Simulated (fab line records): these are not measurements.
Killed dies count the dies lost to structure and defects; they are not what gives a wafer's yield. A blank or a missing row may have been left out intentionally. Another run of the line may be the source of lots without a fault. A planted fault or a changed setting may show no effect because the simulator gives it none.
fab line records	flow gf180mcu
[record] lots = 24	wafers = 72	last_day = 34
route steps=602 shown V3@444 M4@473 V4@480 MIM@503
lots that met no fault: from a run of the same line without faults
start_h: start of the lot's first displayed wafer, in hours after the record's first day	wait_h: time in hours since the lot's previous step	" the same as in the row above	L1.1+2: a single row standing in for several wafers	- no value, or no start given	* or withheld: withheld	< > ~ a bound
route shown NAME@n: a module of which the file shows steps, and the number in the route of the first	usual: mean/standard deviation taken from wafers without a fault	same: alike in all rows	chamber/n: place in a boat	sites: each site's reading	_std_site: their standard deviation	_edge_site: mean of outer sites minus mean of inner sites	radius_mm: how far each site lies from the wafer's centre	mask NAME#n: copy n	behind: tool/chamber where the wafer was last shaped	hold: the reason the lot was held/the length of the hold in hours/how it ended	device: the n, p or np transistor that did not switch	end of line: tests run on the same wafers once the route is complete	a step without rows: its recipe alone	killed: at the first sort, the dies lost to defects and structure; wafer yield is something else	map: the dies of a wafer, with x for killed, . for not killed, _ for no die there
set.NAME: the setting that was run; set.NAME@STEP: the one run at that earlier step	model.NAME: the simulator's own value behind a step, which no gauge read
one table for each step of the route and one row for each wafer, over a sample of lots
services: when a tool's chamber went out of use (start_h, in hours from the record's first day, below 0 if earlier), for how many hours, and the reason
[[steps]]
[step GF_V3_OVL_MEAS_15]
[usual] V3_OVL = 3/6.4
lot.wafer	tool	chamber	start_h	wait_h	V3_OVL[nm]
L074.1	overlay-01	-	517.39	0.1	3
L074.2	"	-	"	"	11
L074.5	"	-	"	"	3
L075.1	overlay-02	-	523.06	0.1	-6
L075.4	"	-	"	"	4
L075.6	"	-	"	"	5
L076.1	overlay-02	-	534.94	0.1	5
L076.3	"	-	"	"	8
L076.6	"	-	"	"	9
L077.1	overlay-02	-	543.26	0.1	-5
L077.3	"	-	"	"	-5
L077.5	"	-	"	"	-11
L078.2	overlay-01	-	550.19	0.1	-11
L078.3	"	-	"	"	-8
L078.5	"	-	"	"	0
L079.1	overlay-01	-	558.78	0.1	2
L079.3	"	-	"	"	-7
L079.6	"	-	"	"	4
L080.1	overlay-02	-	573.88	0.1	9
L080.2	"	-	"	"	8
L080.3	"	-	"	"	8
L081.2	overlay-02	-	586.29	0.1	-2
L081.3	"	-	"	"	1
L081.4	"	-	"	"	3
L082.2	overlay-02	-	589.14	0.1	-7
L082.5	"	-	"	"	6
L082.6	"	-	"	"	-4
L083.1	overlay-01	-	594.63	0.1	12
L083.3	"	-	"	"	19
L083.4	"	-	"	"	8
L084.1	overlay-01	-	601.99	0.1	4
L084.2	"	-	"	"	11
L084.3	"	-	"	"	-6
L085.2	overlay-02	-	606.29	0.1	-4
L085.5	"	-	"	"	2
L085.6	"	-	"	"	-8
L086.2	overlay-02	-	614.74	0.1	6
L086.3	"	-	"	"	14
L086.6	"	-	"	"	12
L087.1	overlay-01	-	625.73	0.1	0
L087.2	"	-	"	"	-8
L087.3	"	-	"	"	-6
L088.1	overlay-01	-	635.34	0.1	-4
L088.4	"	-	"	"	7
L088.6	"	-	"	"	6
L089.4	overlay-02	-	639.45	0.1	6
L089.5	"	-	"	"	5
L089.6	"	-	"	"	6
L090.2	overlay-01	-	643.59	0.1	-9
L090.3	"	-	"	"	-5
L090.4	"	-	"	"	-2
L091.1	overlay-01	-	654.28	0.1	5
L091.3	"	-	"	"	2
L091.4	"	-	"	"	8
L092.2	overlay-01	-	655.69	0.1	-2
L092.5	"	-	"	"	0
L092.6	"	-	"	"	2
L093.1	overlay-01	-	665.28	0.1	2
L093.5	"	-	"	"	4
L093.6	"	-	"	"	-4
L094.2	overlay-01	-	678.06	0.1	9
L094.3	"	-	"	"	10
L094.5	"	-	"	"	11
L095.1	overlay-01	-	678.83	0.1	-2
L095.2	"	-	"	"	-4
L095.6	"	-	"	"	-7
L096.3	overlay-01	-	686.87	0.1	4
L096.4	"	-	"	"	15
L096.5	"	-	"	"	16
L097.2	overlay-02	-	692.64	0.1	4
L097.4	"	-	"	"	0
L097.6	"	-	"	"	-3
[step GF_V3_RS_MEAS_24]
[recipe] thk_meas_gauge = four-point-probe	reads = W_of_V3_CVD_23+TiN_of_V3_SPUTTER_22+Ti_of_V3_SPUTTER_21
[usual] V3_W_RS = 0.330/0.0057
lot.wafer	tool	chamber	start_h	wait_h	V3_W_RS[ohm/sq]
L074.1	film_metro-02	-	518.30	0.1	0.333
L074.2	"	-	"	"	0.332
L074.5	"	-	"	"	0.332
L075.1	film_metro-01	-	524.06	0.1	0.320
L075.4	"	-	"	"	0.334
L075.6	"	-	"	"	0.326
L076.1	film_metro-02	-	535.88	0.1	0.341
L076.3	"	-	"	"	0.337
L076.6	"	-	"	"	0.325
L077.1	film_metro-01	-	544.20	0.1	0.330
L077.3	"	-	"	"	0.332
L077.5	"	-	"	"	0.330
L078.2	film_metro-02	-	551.48	0.1	0.333
L078.3	"	-	"	"	0.331
L078.5	"	-	"	"	0.333
L079.1	film_metro-04	-	559.69	0.1	0.329
L079.3	"	-	"	"	0.329
L079.6	"	-	"	"	0.329
L080.1	film_metro-02	-	574.82	0.1	0.335
L080.2	"	-	"	"	0.321
L080.3	"	-	"	"	0.322
L081.2	film_metro-02	-	587.25	0.1	0.329
L081.3	"	-	"	"	0.329
L081.4	"	-	"	"	0.318
L082.2	film_metro-02	-	590.07	0.1	0.337
L082.5	"	-	"	"	0.334
L082.6	"	-	"	"	0.334
L083.1	film_metro-01	-	595.54	0.1	0.323
L083.3	"	-	"	"	0.334
L083.4	"	-	"	"	0.322
L084.1	film_metro-02	-	602.90	0.1	0.330
L084.2	"	-	"	"	0.329
L084.3	"	-	"	"	0.332
L085.2	film_metro-01	-	607.21	0.1	0.327
L085.5	"	-	"	"	0.332
L085.6	"	-	"	"	0.318
L086.2	film_metro-02	-	615.66	0.1	0.334
L086.3	"	-	"	"	0.326
L086.6	"	-	"	"	0.332
L087.1	film_metro-01	-	626.66	0.1	0.337
L087.2	"	-	"	"	0.338
L087.3	"	-	"	"	0.335
L088.1	film_metro-04	-	636.25	0.1	0.331
L088.4	"	-	"	"	0.323
L088.6	"	-	"	"	0.331
L089.4	film_metro-01	-	640.40	0.1	0.330
L089.5	"	-	"	"	0.334
L089.6	"	-	"	"	0.334
L090.2	film_metro-02	-	644.86	0.1	0.327
L090.3	"	-	"	"	0.324
L090.4	"	-	"	"	0.330
L091.1	film_metro-04	-	655.20	0.1	0.325
L091.3	"	-	"	"	0.329
L091.4	"	-	"	"	0.324
L092.2	film_metro-01	-	656.62	0.1	0.337
L092.5	"	-	"	"	0.329
L092.6	"	-	"	"	0.336
L093.1	film_metro-02	-	666.20	0.1	0.323
L093.5	"	-	"	"	0.320
L093.6	"	-	"	"	0.328
L094.2	film_metro-04	-	678.99	0.1	0.336
L094.3	"	-	"	"	0.330
L094.5	"	-	"	"	0.338
L095.1	film_metro-04	-	679.78	0.1	0.326
L095.2	"	-	"	"	0.337
L095.6	"	-	"	"	0.327
L096.3	film_metro-02	-	688.16	0.1	0.333
L096.4	"	-	"	"	0.322
L096.5	"	-	"	"	0.335
L097.2	film_metro-01	-	693.56	0.1	0.316
L097.4	"	-	"	"	0.317
L097.6	"	-	"	"	0.334
[step GF_M4_STRIP_17]
[recipe] chemistry = O2/N2	power_w = 1400	pressure_mtorr = 1500	platen_temp_c = 250	o2_flow_sccm = 3000	n2_flow_sccm = 300	overash_fraction = 0.5
[usual] drypump_motor_current_A = 5.6/0.43	heater_power_w = 342/26	oes_product_au = 0.543/0.005	strip_time_to_endpoint_s = 7.50/0.053
[same] overash_fraction = 0.5
lot.wafer	tool	chamber	start_h	wait_h	drypump_motor_current_A	heater_power_w	oes_product_au	rf_hours_counter_h	strip_time_to_endpoint_s
L074.1	plasma_asher-03	0	541.78	0.2	5.5	370	0.546	85	7.44
L074.2	"	1	"	"	5.5	289	0.534	85	7.48
L074.5	"	1	"	"	5.6	290	0.539	-	7.47
L075.1	plasma_asher-01	1	547.05	0.1	5.2	367	0.547	12	7.55
L075.4	"	1	"	"	5.2	370	0.539	-	7.47
L075.6	"	0	"	"	6.6	363	0.536	-	7.53
L076.1	plasma_asher-02	1	559.44	0.2	5.4	345	0.544	43	7.45
L076.3	"	0	"	"	5.4	324	0.554	-	7.44
L076.6	"	1	"	"	5.4	346	0.534	-	7.42
L077.1	plasma_asher-03	1	567.45	0.1	5.6	285	0.548	88	7.46
L077.3	"	1	"	"	5.6	292	0.541	-	7.45
L077.5	"	1	"	"	5.5	295	0.545	-	7.48
L078.2	plasma_asher-03	1	574.53	0.2	5.6	292	0.548	89	7.44
L078.3	"	1	"	"	5.5	281	0.542	-	7.46
L078.5	"	1	"	"	5.5	289	0.536	-	7.46
L079.1	plasma_asher-01	0	582.80	0.1	6.6	362	0.533	16	7.50
L079.3	"	0	"	"	6.6	360	0.548	-	7.49
L079.6	"	1	"	"	5.2	365	0.540	-	7.48
L080.1	plasma_asher-02	1	597.49	0.2	5.3	353	0.547	47	7.57
L080.2	"	0	"	"	5.4	328	0.548	47	7.57
L080.3	"	1	"	"	5.3	337	0.549	-	7.60
L081.2	plasma_asher-02	1	608.88	0.2	5.3	349	0.543	48	7.50
L081.3	"	0	"	"	5.4	333	0.548	-	7.52
L081.4	"	1	"	"	5.3	347	0.538	-	7.55
L082.2	plasma_asher-02	1	611.50	0.1	5.3	340	0.542	49	7.49
L082.5	"	1	"	"	5.4	351	0.540	-	7.44
L082.6	"	0	"	"	5.4	325	0.535	-	7.45
L083.1	plasma_asher-03	1	617.56	0.1	5.5	289	0.546	94	7.44
L083.3	"	0	"	"	5.6	364	0.544	-	7.44
L083.4	"	1	"	"	5.5	292	0.541	-	7.44
L084.1	plasma_asher-03	0	625.38	0.2	5.6	368	0.544	95	7.59
L084.2	"	1	"	"	5.5	289	0.555	95	7.53
L084.3	"	1	"	"	5.5	289	0.540	-	7.58
L085.2	plasma_asher-01	1	628.80	0.1	5.2	358	0.546	21	7.52
L085.5	"	0	"	"	6.6	369	0.539	-	7.53
L085.6	"	1	"	"	5.2	359	0.534	-	7.54
L086.2	plasma_asher-03	1	636.75	0.1	5.5	292	0.542	96	7.43
L086.3	"	1	"	"	5.5	290	0.540	-	7.41
L086.6	"	0	"	"	5.6	361	0.544	-	7.41
L087.1	plasma_asher-02	0	647.15	0.1	5.4	320	0.544	52	7.55
L087.2	"	1	"	"	5.3	338	0.540	52	7.48
L087.3	"	0	"	"	5.4	328	0.550	-	7.56
L088.1	plasma_asher-01	0	656.95	0.1	6.6	369	0.539	23	7.48
L088.4	"	0	"	"	6.6	368	0.544	-	7.50
L088.6	"	1	"	"	5.2	367	0.533	-	7.51
L089.4	plasma_asher-02	1	661.08	0.1	5.3	339	0.538	-	7.53
L089.5	"	1	"	"	5.4	339	0.536	-	7.49
L089.6	"	0	"	"	5.4	321	0.540	-	7.43
L090.2	plasma_asher-02	0	665.21	0.1	5.4	335	0.539	54	7.43
L090.3	"	1	"	"	5.4	350	0.548	-	7.57
L090.4	"	0	"	"	5.4	329	0.543	-	7.41
L091.1	plasma_asher-02	0	675.15	0.1	5.4	322	0.532	56	7.48
L091.3	"	1	"	"	5.3	348	0.538	-	7.45
L091.4	"	0	"	"	5.4	326	0.541	-	7.47
L092.2	plasma_asher-02	0	677.26	0.1	5.4	324	0.546	56	7.50
L092.5	"	0	"	"	5.4	324	0.540	-	7.48
L092.6	"	1	"	"	5.3	346	0.546	-	7.52
L093.1	plasma_asher-01	1	686.45	0.1	5.2	357	0.543	28	7.57
L093.5	"	0	"	"	6.6	369	0.545	-	7.51
L093.6	"	1	"	"	5.2	354	0.541	-	7.48
L094.2	plasma_asher-03	0	698.50	0.1	5.6	369	0.546	101	7.51
L094.3	"	1	"	"	5.6	291	0.540	-	7.50
L094.5	"	1	"	"	5.6	288	0.534	-	7.50
L095.1	plasma_asher-02	0	700.36	0.1	5.4	327	0.545	59	7.52
L095.2	"	1	"	"	5.3	347	0.532	59	7.44
L095.6	"	1	"	"	5.4	351	0.543	-	7.47
L096.3	plasma_asher-01	1	707.43	0.1	5.2	357	0.547	-	7.54
L096.4	"	0	"	"	6.6	367	0.550	-	7.60
L096.5	"	0	"	"	6.6	364	0.551	-	7.55
L097.2	plasma_asher-01	0	712.31	0.1	6.6	379	0.537	30	7.51
L097.4	"	1	"	"	5.2	354	0.551	-	7.47
L097.6	"	0	"	"	6.6	368	0.548	-	7.59
[step GF_V4_CMP_04]
[recipe] material = SiO2	down_force_psi = 4	platen_rpm = 60	pad_velocity_m_s = 0.94248
[usual] motor_current_A = 12.2/1	time_to_endpoint_s = 80/7.1
lot.wafer	tool	chamber	start_h	wait_h	motor_current_A	time_to_endpoint_s
L074.2	cmp-01	0	542.58	0.0	12.7	89
L074.1	"	3	"	"	13.1	72
L074.5	"	1	"	"	13.7	81
L075.1	cmp-01	2	547.95	0.1	12.7	71
L075.4	"	3	"	"	13.0	82
L075.6	"	1	"	"	13.1	86
L076.3	cmp-01	0	560.32	0.1	13.0	93
L076.1	"	2	"	"	12.4	63
L076.6	"	0	"	"	13.2	82
L077.1	cmp-01	1	568.33	0.1	13.9	66
L077.3	"	2	"	"	12.4	65
L077.5	"	1	"	"	12.7	71
L078.3	cmp-02	3	575.48	0.2	13.2	79
L078.2	"	0	"	"	11.7	80
L078.5	"	1	"	"	11.2	76
L079.3	cmp-01	3	583.64	0.0	13.4	84
L079.1	"	0	"	"	12.9	78
L079.6	"	0	"	"	12.5	89
L080.1	cmp-02	2	598.57	0.3	10.0	79
L080.3	"	3	"	"	12.3	77
L080.2	"	1	"	"	11.6	68
L081.4	cmp-01	3	609.74	0.1	12.4	80
L081.2	"	0	"	"	12.6	90
L081.3	"	1	"	"	12.4	79
L082.2	cmp-02	3	612.36	0.1	12.4	75
L082.6	"	3	"	"	13.0	75
L082.5	"	0	"	"	11.6	89
L083.1	cmp-01	2	618.41	0.1	13.0	68
L083.4	"	3	"	"	12.7	78
L083.3	"	0	"	"	13.1	77
L084.1	cmp-02	3	626.23	0.1	12.5	84
L084.3	"	0	"	"	12.3	77
L084.2	"	1	"	"	11.8	76
L085.2	cmp-02	3	629.74	0.2	13.3	69
L085.6	"	0	"	"	11.4	87
L085.5	"	1	"	"	11.7	73
L086.3	cmp-01	1	637.60	0.1	13.3	76
L086.2	"	2	"	"	12.3	63
L086.6	"	1	"	"	12.6	75
L087.1	cmp-01	0	647.95	0.1	12.6	81
L087.3	"	1	"	"	13.6	85
L087.2	"	2	"	"	13.3	81
L088.4	cmp-02	3	657.81	0.1	12.7	90
L088.1	"	0	"	"	11.3	87
L088.6	"	2	"	"	9.8	84
L089.4	cmp-01	3	661.89	0.1	12.5	82
L089.6	"	2	"	"	12.3	81
L089.5	"	3	"	"	13.5	83
L090.3	cmp-02	1	666.01	0.0	11.6	74
L090.4	"	3	"	"	12.1	89
L090.2	"	0	"	"	11.7	73
L091.1	cmp-02	2	675.99	0.1	9.9	81
L091.4	"	3	"	"	13.1	85
L091.3	"	0	"	"	11.2	83
L092.2	cmp-01	1	678.20	0.2	12.9	74
L092.5	"	2	"	"	12.7	71
L092.6	"	3	"	"	12.9	86
L093.1	cmp-02	1	687.28	0.1	10.7	77
L093.6	"	1	"	"	11.3	87
L093.5	"	2	"	"	9.2	91
L094.2	cmp-01	0	699.38	0.1	12.6	80
L094.3	"	2	"	"	11.9	71
L094.5	"	3	"	"	12.5	83
L095.1	cmp-01	1	701.25	0.1	13.3	78
L095.2	"	2	"	"	12.9	72
L095.6	"	0	"	"	12.5	89
L096.4	cmp-02	2	708.56	0.3	9.7	79
L096.3	"	3	"	"	12.2	77
L096.5	"	2	"	"	10.0	83
L097.2	cmp-01	2	713.18	0.1	12.3	72
L097.4	"	0	"	"	12.9	92
L097.6	"	2	"	"	12.7	77
[step GF_MIM_SPUTTER_00]
[recipe] material = Ti	target_thk_nm = 37.5	arriving_ion_energy_ev = 80	substrate_temp_c = 200	chamber_pressure_pa = 2	power_w = 4000	time_s = 150
[usual] substrate_temp_c = 199.99/0.17	throttle_valve_pct = 30.0/1
[same] time_s = 150
lot.wafer	tool	chamber	start_h	wait_h	substrate_temp_c	throttle_valve_pct
L074.1	pvd_sputter-04	-	566.53	0.1	200.27	30.4
L074.2	"	-	"	"	199.90	29.4
L074.5	"	-	"	"	200.37	30.3
L075.1	pvd_sputter-03	-	572.35	0.2	200.08	29.8
L075.4	"	-	"	"	199.97	27.9
L075.6	"	-	"	"	199.77	31.7
L076.1	pvd_sputter-03	-	584.15	0.2	199.79	30.1
L076.3	"	-	"	"	200.07	27.7
L076.6	"	-	"	"	199.94	27.9
L077.1	pvd_sputter-01	-	591.78	0.2	199.84	31.4
L077.3	"	-	"	"	199.75	30.5
L077.5	"	-	"	"	199.91	29.1
L078.2	pvd_sputter-03	-	599.20	0.1	199.87	31.7
L078.3	"	-	"	"	200.13	29.9
L078.5	"	-	"	"	200.04	31.3
L079.1	pvd_sputter-01	-	606.28	0.2	200.03	28.9
L079.3	"	-	"	"	200.10	30.8
L079.6	"	-	"	"	199.88	29.1
L080.1	pvd_sputter-04	-	621.70	0.1	200.09	30.1
L080.2	"	-	"	"	200.07	29.3
L080.3	"	-	"	"	199.95	30.2
L081.2	pvd_sputter-01	-	632.53	0.1	199.92	29.3
L081.3	"	-	"	"	200.22	29.2
L081.4	"	-	"	"	200.14	31.4
L082.2	pvd_sputter-01	-	634.73	0.2	199.87	29.3
L082.5	"	-	"	"	199.99	31.4
L082.6	"	-	"	"	199.99	28.8
L083.1	pvd_sputter-04	-	640.56	0.2	199.72	29.7
L083.3	"	-	"	"	199.94	29.2
L083.4	"	-	"	"	199.86	30.1
L084.1	pvd_sputter-01	-	651.01	0.2	200.10	28.7
L084.2	"	-	"	"	200.04	31.6
L084.3	"	-	"	"	199.82	29.1
L085.2	pvd_sputter-01	-	651.83	0.1	199.94	31.3
L085.5	"	-	"	"	200.06	29.1
L085.6	"	-	"	"	199.99	31.5
L086.2	pvd_sputter-01	-	658.85	0.2	200.15	31.3
L086.3	"	-	"	"	200.28	30.7
L086.6	"	-	"	"	199.52	29.2
L087.1	pvd_sputter-03	-	669.82	0.2	199.90	28.0
L087.2	"	-	"	"	200.12	30.2
L087.3	"	-	"	"	200.01	30.2
L088.1	pvd_sputter-04	-	679.44	0.1	199.73	29.3
L088.4	"	-	"	"	200.28	30.7
L088.6	"	-	"	"	200.18	29.8
L089.4	pvd_sputter-04	-	683.48	0.1	200.09	30.0
L089.5	"	-	"	"	199.84	30.7
L089.6	"	-	"	"	200.31	30.0
L090.2	pvd_sputter-03	-	687.01	0.1	200.09	29.9
L090.3	"	-	"	"	199.99	28.0
L090.4	"	-	"	"	199.76	30.1
L091.1	pvd_sputter-03	-	696.81	0.1	199.77	30.3
L091.3	"	-	"	"	199.69	31.8
L091.4	"	-	"	"	199.96	30.0
L092.2	pvd_sputter-04	-	699.08	0.1	200.00	30.3
L092.5	"	-	"	"	199.71	29.9
L092.6	"	-	"	"	199.86	30.6
L093.1	pvd_sputter-03	-	707.60	0.1	200.08	27.9
L093.5	"	-	"	"	199.91	30.1
L093.6	"	-	"	"	199.77	30.2
L094.2	pvd_sputter-01	-	719.15	0.2	200.08	31.6
L094.3	"	-	"	"	199.96	29.0
L094.5	"	-	"	"	200.00	30.7
L095.1	pvd_sputter-04	-	721.30	0.2	199.87	30.7
L095.2	"	-	"	"	199.78	30.5
L095.6	"	-	"	"	200.22	29.1
L096.3	pvd_sputter-04	-	728.02	0.2	200.02	30.0
L096.4	"	-	"	"	200.21	30.3
L096.5	"	-	"	"	200.28	29.3
L097.2	pvd_sputter-01	-	733.05	0.1	200.35	31.6
L097.4	"	-	"	"	200.08	29.2
L097.6	"	-	"	"	200.04	30.4
[step GF_MIM_THK_MEAS_11]
[recipe] thk_meas_gauge = xrf	reads = AlCu_of_MIM_SPUTTER_08
[usual] MIM_ALCU_THK = 199.9/2.9
lot.wafer	tool	chamber	start_h	wait_h	MIM_ALCU_THK[nm]
L074.1	film_metro-03	-	567.07	0.1	203.7
L074.2	"	-	"	"	202.6
L074.5	"	-	"	"	202.7
L075.1	film_metro-03	-	572.88	0.1	203.7
L075.4	"	-	"	"	199.8
L075.6	"	-	"	"	203.4
L076.1	film_metro-03	-	584.69	0.1	200.7
L076.3	"	-	"	"	201.9
L076.6	"	-	"	"	205.1
L077.1	film_metro-04	-	592.31	0.1	197.7
L077.3	"	-	"	"	200.5
L077.5	"	-	"	"	201.5
L078.2	film_metro-02	-	599.74	0.1	195.5
L078.3	"	-	"	"	195.9
L078.5	"	-	"	"	198.2
L079.1	film_metro-04	-	606.81	0.1	196.4
L079.3	"	-	"	"	196.6
L079.6	"	-	"	"	197.6
L080.1	film_metro-03	-	622.23	0.1	201.5
L080.2	"	-	"	"	197.6
L080.3	"	-	"	"	197.7
L081.2	film_metro-03	-	633.08	0.1	201.4
L081.3	"	-	"	"	201.5
L081.4	"	-	"	"	201.2
L082.2	film_metro-03	-	635.28	0.1	196.8
L082.5	"	-	"	"	198.7
L082.6	"	-	"	"	195.1
L083.1	film_metro-02	-	641.09	0.1	198.7
L083.3	"	-	"	"	200.8
L083.4	"	-	"	"	198.3
L084.1	film_metro-02	-	651.55	0.1	198.4
L084.2	"	-	"	"	199.2
L084.3	"	-	"	"	201.2
L085.2	film_metro-04	-	652.37	0.1	199.6
L085.5	"	-	"	"	200.0
L085.6	"	-	"	"	196.8
L086.2	film_metro-04	-	659.39	0.1	200.9
L086.3	"	-	"	"	199.7
L086.6	"	-	"	"	203.5
L087.1	film_metro-02	-	670.35	0.1	203.9
L087.2	"	-	"	"	201.5
L087.3	"	-	"	"	198.6
L088.1	film_metro-02	-	679.97	0.1	196.8
L088.4	"	-	"	"	198.6
L088.6	"	-	"	"	198.3
L089.4	film_metro-02	-	684.04	0.1	194.9
L089.5	"	-	"	"	194.1
L089.6	"	-	"	"	200.5
L090.2	film_metro-04	-	687.57	0.1	199.1
L090.3	"	-	"	"	197.9
L090.4	"	-	"	"	204.4
L091.1	film_metro-03	-	697.34	0.1	204.7
L091.3	"	-	"	"	200.8
L091.4	"	-	"	"	199.7
L092.2	film_metro-04	-	699.62	0.1	195.4
L092.5	"	-	"	"	194.9
L092.6	"	-	"	"	196.6
L093.1	film_metro-03	-	708.13	0.1	203.0
L093.5	"	-	"	"	201.2
L093.6	"	-	"	"	201.7
L094.2	film_metro-03	-	719.69	0.1	202.2
L094.3	"	-	"	"	206.5
L094.5	"	-	"	"	202.2
L095.1	film_metro-03	-	721.83	0.1	194.8
L095.2	"	-	"	"	196.3
L095.6	"	-	"	"	195.7
L096.3	film_metro-03	-	728.58	0.1	200.1
L096.4	"	-	"	"	201.7
L096.5	"	-	"	"	201.9
L097.2	film_metro-03	-	733.59	0.1	198.0
L097.4	"	-	"	"	202.4
L097.6	"	-	"	"	203.4
[[services]]
tool	chamber	start_h	hours	kind
cmp-01	-	517.84	0.3	repair
cmp-02	-	528.63	1.4	repair
pvd_sputter-04	-	534.53	3.6	repair
pvd_sputter-04	-	546.02	7.4	repair
cmp-02	-	549.41	0.5	repair
pvd_sputter-01	1	561.34	-	consumable_replace:kit
pvd_sputter-01	1	561.34	18.0	scheduled_down
pvd_sputter-01	1	561.34	18.0	vent_cycle
cmp-01	-	572.35	4.0	pm
cmp-01	-	576.35	-	consumable_replace:conditioner
cmp-01	-	576.35	-	consumable_replace:pad
plasma_asher-01	-	587.68	0.8	repair
cmp-01	-	596.21	4.3	pm
cmp-01	-	625.59	2.6	repair
pvd_sputter-01	-	641.80	2.0	repair
pvd_sputter-03	-	643.64	2.2	repair
pvd_sputter-03	-	650.22	0.6	repair
pvd_sputter-01	0	656.87	-	consumable_replace:kit
plasma_asher-03	-	662.98	14.6	pm
cmp-02	-	676.92	0.4	repair
cmp-02	-	688.00	4.5	pm
pvd_sputter-03	-	698.43	1.0	repair
cmp-01	-	716.75	6.1	pm
cmp-02	-	725.59	2.1	repair
[[key]]
fault none
